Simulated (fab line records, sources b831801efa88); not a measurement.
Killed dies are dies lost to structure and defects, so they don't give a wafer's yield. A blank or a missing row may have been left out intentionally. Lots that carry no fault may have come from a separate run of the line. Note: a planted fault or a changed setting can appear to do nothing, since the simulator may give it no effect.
fab line records | flow gf180mcu
record: lots: 12 wafers: 36 lastDay: 34
route steps=602 shown SAB@277 CONTACT@287 M1@318
lots with no fault: from the same line, run without faults
startH: start of the lot's first displayed wafer, in hours after the record's first day | waitH: hours since the lot's step before | " identical to the entry in the row above | L1.1+2: a row that stands for several wafers | - no value, or no start given | * or withheld: withheld | < > ~ a bound
route shown NAME@n: names a module that has steps shown in the file, with the first one's number in the route | usual: mean/standard deviation taken from wafers without a fault | same: alike in all rows | chamber/n: place in a boat | sites: each site's reading | _std_site: standard deviation of those values | _edge_site: the outer-site mean with the inner-site mean subtracted | radiusMm: how far each site lies from the wafer's centre | mask NAME#n: copy n | behind: tool/chamber where the wafer was last shaped | hold: why the lot went on hold/how many hours it stayed there/how the hold came to an end | device: the transistor (n, p or np) that didn't switch | end of line: tests run on the same wafers once the route is complete | step lacking rows: just its recipe | killed: the dies lost at the first sort to structure and to defects; this is not the yield of the wafer | map: per-die view of a wafer (x killed, . not killed, _ where there is no die)
set.NAME: the setting that was run; set.NAME@STEP: the one run at that earlier step | model.NAME: the simulator's own value behind a step, which no gauge read
a sample of lots followed through the steps of the route, with each step as a table and each wafer as a row
services: when a tool's chamber went out of use (startH, in hours from the record's first day, below 0 if earlier), for how many hours, and the reason
== steps ==
step: GF_SAB_STRIP_13
recipe: chemistry: O2/N2 powerW: 1400 pressureMtorr: 1500 platenTempC: 250 o2FlowSccm: 3000 n2FlowSccm: 300 overashFraction: 0.5
usual: drypumpMotorCurrentA: 5.9/0.42 heaterPowerW: 344/24 oesProductAu: 0.710/0.0047 stripTimeToEndpointS: 12.51/0.032
columns lot.wafer tool chamber startH waitH drypumpMotorCurrentA heaterPowerW oesProductAu rfHoursCounterH stripTimeToEndpointS
L290.3 plasmaAsher-04 1 333.83 0.0 5.7 326 0.711 - 12.51
L290.5 " 0 " " 6.0 367 0.710 - 12.50
L290.6 " 1 " " 5.7 323 0.713 - 12.50
L291.3 plasmaAsher-02 1 346.69 0.0 6.0 361 0.711 - 12.55
L291.5 " 1 " " 6.0 352 0.713 - 12.53
L291.6 " 0 " " 5.7 354 0.708 - 12.54
L293.1 plasmaAsher-01 0 359.90 0.0 5.5 374 0.715 71 12.51
L293.4 " 1 " " 6.6 316 0.700 - 12.50
L293.6 " 1 " " 6.6 310 0.707 - 12.51
L294.2 plasmaAsher-04 0 373.75 0.0 6.0 365 0.704 25 12.48
L294.4 " 0 " " 6.0 371 0.711 - 12.49
L294.6 " 1 " " 5.7 334 0.716 - 12.44
L295.1 plasmaAsher-04 0 382.65 0.0 6.0 368 0.709 25 12.41
L295.2 " 1 " " 5.7 324 0.712 25 12.45
L295.4 " 0 " " 6.0 369 0.711 - 12.48
L296.1 plasmaAsher-01 1 394.62 0.0 6.6 308 0.706 74 12.49
L296.3 " 0 " " 5.4 374 0.710 - 12.53
L296.6 " 1 " " 6.6 309 0.716 - 12.49
L298.1 plasmaAsher-04 0 405.72 0.0 6.0 368 0.706 28 12.50
L298.2 " 1 " " 5.7 324 0.718 28 12.51
L298.3 " 1 " " 5.7 325 0.712 - 12.51
L300.1 plasmaAsher-01 0 426.47 0.0 5.5 366 0.713 78 12.48
L300.3 " 0 " " 5.5 360 0.715 - 12.47
L300.6 " 0 " " 5.5 365 0.713 - 12.50
L301.1 plasmaAsher-02 1 433.67 0.0 6.0 362 0.708 0 12.46
L301.3 " 1 " " 6.0 357 0.699 - 12.47
L301.4 " 0 " " 5.7 351 0.713 - 12.44
L302.2 plasmaAsher-01 1 447.45 0.0 6.6 309 0.704 81 12.48
L302.4 " 0 " " 5.4 360 0.707 - 12.50
L302.5 " 1 " " 6.6 312 0.708 - 12.55
L309.2 plasmaAsher-02 1 501.83 0.0 6.0 353 0.714 8 12.46
L309.3 " 1 " " 6.0 360 0.717 - 12.52
L309.6 " 1 " " 6.0 361 0.705 - 12.49
L312.2 plasmaAsher-01 1 526.78 0.0 6.6 311 0.709 89 12.51
L312.3 " 0 " " 5.4 354 0.707 - 12.56
L312.4 " 1 " " 6.6 308 0.717 - 12.54
step: GF_CONTACT_CVD_00
recipe: material: SiO2 targetThkNm: 300 sigmaOpenFrac: 0.3 tempC: 400 timeS: 50 sih4FlowSccm: 60 pressureMtorr: 6
usual: sih4FlowSccm: 59.99/0.17 susceptorTempC: 400.01/0.22
columns lot.wafer tool chamber startH waitH sih4FlowSccm susceptorTempC
L290.3 hdpcvd-01 2 334.61 0.1 60.48 399.87
L290.5 " 1 " " 60.04 400.08
L290.6 " 2 " " 60.04 400.22
L291.3 hdpcvd-02 1 347.37 0.1 60.05 399.70
L291.5 " 1 " " 59.75 399.71
L291.6 " 2 " " 59.83 400.23
L293.1 hdpcvd-01 2 360.62 0.1 60.10 399.92
L293.4 " 0 " " 59.97 400.00
L293.6 " 1 " " 60.17 400.17
L294.2 hdpcvd-01 0 374.46 0.1 59.88 400.26
L294.4 " 0 " " 59.96 399.92
L294.6 " 2 " " 60.13 400.01
L295.1 hdpcvd-01 1 383.37 0.1 59.73 400.32
L295.2 " 0 " " 60.16 400.07
L295.4 " 1 " " 60.19 400.47
L296.1 hdpcvd-02 0 395.33 0.1 59.95 399.45
L296.3 " 2 " " 60.06 399.48
L296.6 " 2 " " 60.20 399.91
L298.1 hdpcvd-01 1 406.47 0.1 59.94 400.37
L298.2 " 2 " " 60.10 400.07
L298.3 " 0 " " 60.23 400.47
L300.1 hdpcvd-01 0 427.18 0.1 59.94 399.76
L300.3 " 2 " " 60.30 399.98
L300.6 " 0 " " 59.94 399.89
L301.1 hdpcvd-02 1 434.38 0.1 59.99 399.97
L301.3 " 2 " " 59.96 399.88
L301.4 " 2 " " 60.12 400.02
L302.2 hdpcvd-01 2 448.18 0.1 60.08 400.47
L302.4 " 0 " " 60.05 399.75
L302.5 " 1 " " 59.52 399.85
L309.2 hdpcvd-02 2 502.56 0.1 89.87 400.04
L309.3 " 1 " " 59.73 399.73
L309.6 " 0 " " 59.87 400.15
L312.2 hdpcvd-01 0 527.56 0.1 59.94 400.03
L312.3 " 1 " " 60.20 400.09
L312.4 " 1 " " 59.82 399.94
step: GF_CONTACT_THK_MEAS_01
recipe: reads: SiO2_of_CONTACT_CVD_00
usual: CONTACT_CVD_00_THK: 299/4
columns lot.wafer tool chamber startH waitH hold CONTACT_CVD_00_THK[nm]
L290.3 filmMetro-01 - 334.67 0.0 - 299
L290.5 " - " " - 292
L290.6 " - " " - 300
L291.3 filmMetro-02 - 347.43 0.0 - 303
L291.5 " - " " - 302
L291.6 " - " " - 297
L293.1 filmMetro-02 - 360.66 0.0 - 296
L293.4 " - " " - 301
L293.6 " - " " - 292
L294.2 filmMetro-03 - 374.51 0.0 - 304
L294.4 " - " " - 304
L294.6 " - " " - 302
L295.1 filmMetro-03 - 383.41 0.0 - 298
L295.2 " - " " - 303
L295.4 " - " " - 299
L296.1 filmMetro-01 - 395.37 0.0 - 303
L296.3 " - " " - 298
L296.6 " - " " - 296
L298.1 filmMetro-03 - 406.52 0.0 - 293
L298.2 " - " " - 298
L298.3 " - " " - 300
L300.1 filmMetro-02 - 427.22 0.0 - 302
L300.3 " - " " - 298
L300.6 " - " " - 301
L301.1 filmMetro-03 - 434.42 0.0 - 302
L301.3 " - " " - 298
L301.4 " - " " - 300
L302.2 filmMetro-02 - 448.23 0.0 - 293
L302.4 " - " " - 300
L302.5 " - " " - 294
L309.2 filmMetro-02 - 502.61 0.0 awaitDispo/0.2h/release 444
L309.3 " - " " awaitDispo/0.2h/release 303
L309.6 " - " " awaitDispo/0.2h/release 300
L309.2 filmMetro-02 - 502.84 0.2 - 443
L309.3 " - " " - 303
L309.6 " - " " - 300
L312.2 filmMetro-01 - 527.61 0.0 - 301
L312.3 " - " " - 293
L312.4 " - " " - 294
step: GF_CONTACT_ETCH_17
recipe: chemistry: C4F8/O2/Ar maskMaterial: KrF target: SiO2 stopOn: CoSi2 sourceW: 1500 biasW: 1200 pressureMtorr: 40 c4f8FlowSccm: withheld O2_flow_sccm: 6 Ar_flow_sccm: 300 timeS: withheld targetDepthA: 8600
usual: oesProductAu: 0.814/0.005
columns lot.wafer tool chamber startH waitH oesProductAu
L290.3 rieDiel-03 2 - - 0.816
L290.5 " 2 " " 0.808
L290.6 " 1 " " 0.819
L291.3 rieDiel-04 1 - - 0.817
L291.5 " 3 " " 0.816
L291.6 " 0 " " 0.813
L293.1 rieDiel-04 2 - - 0.807
L293.4 " 3 " " 0.824
L293.6 " 2 " " 0.809
L294.2 rieDiel-04 1 - - 0.806
L294.4 " 2 " " 0.811
L294.6 " 1 " " 0.811
L295.1 rieDiel-02 3 - - 0.813
L295.2 " 1 " " 0.812
L295.4 " 3 " " 0.818
L296.1 rieDiel-02 1 - - 0.813
L296.3 " 2 " " 0.824
L296.6 " 0 " " 0.811
L298.1 rieDiel-02 1 - - 0.806
L298.2 " 0 " " 0.813
L298.3 " 2 " " 0.812
L300.1 rieDiel-04 0 - - 0.816
L300.3 " 3 " " 0.815
L300.6 " 0 " " 0.810
L301.1 rieDiel-02 3 - - 0.816
L301.3 " 1 " " 0.818
L301.4 " 0 " " 0.822
L302.2 rieDiel-03 2 - - 0.813
L302.4 " 0 " " 0.812
L302.5 " 2 " " 0.810
L309.2 rieDiel-04 2 - - 0.888
L309.3 " 3 " " 0.818
L309.6 " 0 " " 0.817
L312.2 rieDiel-04 0 - - 0.816
L312.3 " 3 " " 0.809
L312.4 " 2 " " 0.811
step: GF_CONTACT_THK_MEAS_26
recipe: thkMeasGauge: xrf reads: W_of_CONTACT_CVD_24
usual: CONTACT_W_THK: 286/5.2
columns lot.wafer tool chamber startH waitH CONTACT_W_THK[nm]
L290.3 filmMetro-01 - 357.87 0.1 285
L290.5 " - " " 279
L290.6 " - " " 286
L291.3 filmMetro-01 - 370.20 0.1 286
L291.5 " - " " 281
L291.6 " - " " 286
L293.1 filmMetro-01 - 384.24 0.1 279
L293.4 " - " " 284
L293.6 " - " " 279
L294.2 filmMetro-01 - 399.10 0.1 284
L294.4 " - " " 284
L294.6 " - " " 278
L295.1 filmMetro-01 - 407.34 0.1 286
L295.2 " - " " 281
L295.4 " - " " 282
L296.1 filmMetro-02 - 420.03 0.1 289
L296.3 " - " " 288
L296.6 " - " " 285
L298.1 filmMetro-01 - 431.53 0.1 279
L298.2 " - " " 290
L298.3 " - " " 290
L300.1 filmMetro-03 - 452.90 0.1 296
L300.3 " - " " 287
L300.6 " - " " 293
L301.1 filmMetro-03 - 459.98 0.1 288
L301.3 " - " " 285
L301.4 " - " " 290
L302.2 filmMetro-03 - 473.69 0.1 283
L302.4 " - " " 280
L302.5 " - " " 294
L309.2 filmMetro-03 - 527.60 0.1 290
L309.3 " - " " 289
L309.6 " - " " 278
L312.2 filmMetro-02 - 551.70 0.1 289
L312.3 " - " " 294
L312.4 " - " " 294
step: GF_M1_SPUTTER_03
recipe: material: Ti targetThkNm: 10 substrateTempC: 300 chamberPressurePa: 0.3 powerW: 3000 timeS: 6.7
usual: throttleValvePct: 30.5/0.75
columns lot.wafer tool chamber startH waitH throttleValvePct
L290.3 pvdSputter-02 - 358.37 0.0 32.0
L290.5 " - " " 30.4
L290.6 " - " " 31.8
L291.3 pvdSputter-04 - 370.71 0.0 29.8
L291.5 " - " " 31.4
L291.6 " - " " 29.6
L293.1 pvdSputter-03 - 384.76 0.0 31.3
L293.4 " - " " 30.3
L293.6 " - " " 30.7
L294.2 pvdSputter-02 - 399.61 0.0 28.8
L294.4 " - " " 31.9
L294.6 " - " " 30.4
L295.1 pvdSputter-03 - 408.10 0.0 30.8
L295.2 " - " " 31.1
L295.4 " - " " 30.5
L296.1 pvdSputter-03 - 420.55 0.0 30.9
L296.3 " - " " 30.4
L296.6 " - " " 31.5
L298.1 pvdSputter-04 - 432.05 0.0 30.0
L298.2 " - " " 29.8
L298.3 " - " " 31.2
L300.1 pvdSputter-02 - 453.42 0.0 29.2
L300.3 " - " " 30.3
L300.6 " - " " 30.4
L301.1 pvdSputter-03 - 460.50 0.0 31.3
L301.3 " - " " 30.4
L301.4 " - " " 30.7
L302.2 pvdSputter-03 - 474.20 0.0 30.6
L302.4 " - " " 30.9
L302.5 " - " " 31.6
L309.2 pvdSputter-04 - 528.11 0.0 29.8
L309.3 " - " " 29.7
L309.6 " - " " 29.8
L312.2 pvdSputter-03 - 552.21 0.0 31.1
L312.3 " - " " 30.3
L312.4 " - " " 31.2
== services ==
columns tool chamber startH hours kind
rieDiel-04 - 322.04 0.2 repair
plasmaAsher-02 - 330.86 5.4 repair
rieDiel-02 2 359.71 1.7 repair
plasmaAsher-04 - 359.74 10.6 repair
plasmaAsher-01 - 362.67 0.5 repair
pvdSputter-04 - 364.96 2.6 repair
rieDiel-04 3 391.56 28.6 repair
plasmaAsher-02 - 393.82 14.6 pm
pvdSputter-03 - 397.65 7.7 repair
rieDiel-02 2 398.33 10.0 repair
pvdSputter-03 - 402.15 2.9 repair
hdpcvd-02 - 406.12 5.5 pm
plasmaAsher-02 - 415.10 5.1 repair
plasmaAsher-04 - 420.55 0.5 repair
plasmaAsher-02 - 421.25 9.0 pm
pvdSputter-03 - 423.68 10.5 repair
plasmaAsher-01 - 424.09 0.4 repair
rieDiel-02 1 441.71 11.8 repair
rieDiel-02 - 471.43 3.5 repair
hdpcvd-01 - 479.54 4.3 pm
plasmaAsher-01 - 496.03 0.8 repair
rieDiel-02 2 530.42 9.4 repair
rieDiel-04 2 535.26 7.7 repair
hdpcvd-02 - 539.25 15.0 pm
== key ==
firstSign: step: GF_CONTACT_CVD_00 reading: sih4FlowSccm direction: up sigmas: 99+ usual: 59.99 struck: 89.87
effect: step: GF_CONTACT_THK_MEAS_01 reading: visit direction: added
effect: step: GF_CONTACT_THK_MEAS_01 reading: CONTACT_CVD_00_THK direction: up sigmas: 36 usual: 299 struck: 444
effect: step: GF_CONTACT_ETCH_17 reading: oesProductAu direction: up sigmas: 15 usual: 0.814 struck: 0.888
metAt GF_CONTACT_CVD_00
struckLots L309
struckWafers L309.2
testerLeftOut L309
notActingAt GF_SAB_STRIP_13,GF_CONTACT_THK_MEAS_26,GF_M1_SPUTTER_03
onsetBetween 434.38 502.56
fault: kind: processParameterDrift tool: hdpcvd-02 chamber: 2 onsetH: 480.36 steps: GF_CONTACT_CVD_00 channel: sih4FlowSccm offset: 30 shape: step endH: 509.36 actsIn: theseRecipesOnly stated: 60
testerLeftOut: of these lots the tester's yield and bins aren't shown, on N5 and GAA mostly nor the transistor test; their killed dies are dies lost to structure and defects alone, not to doping, threshold or leakage, so they don't give the yield
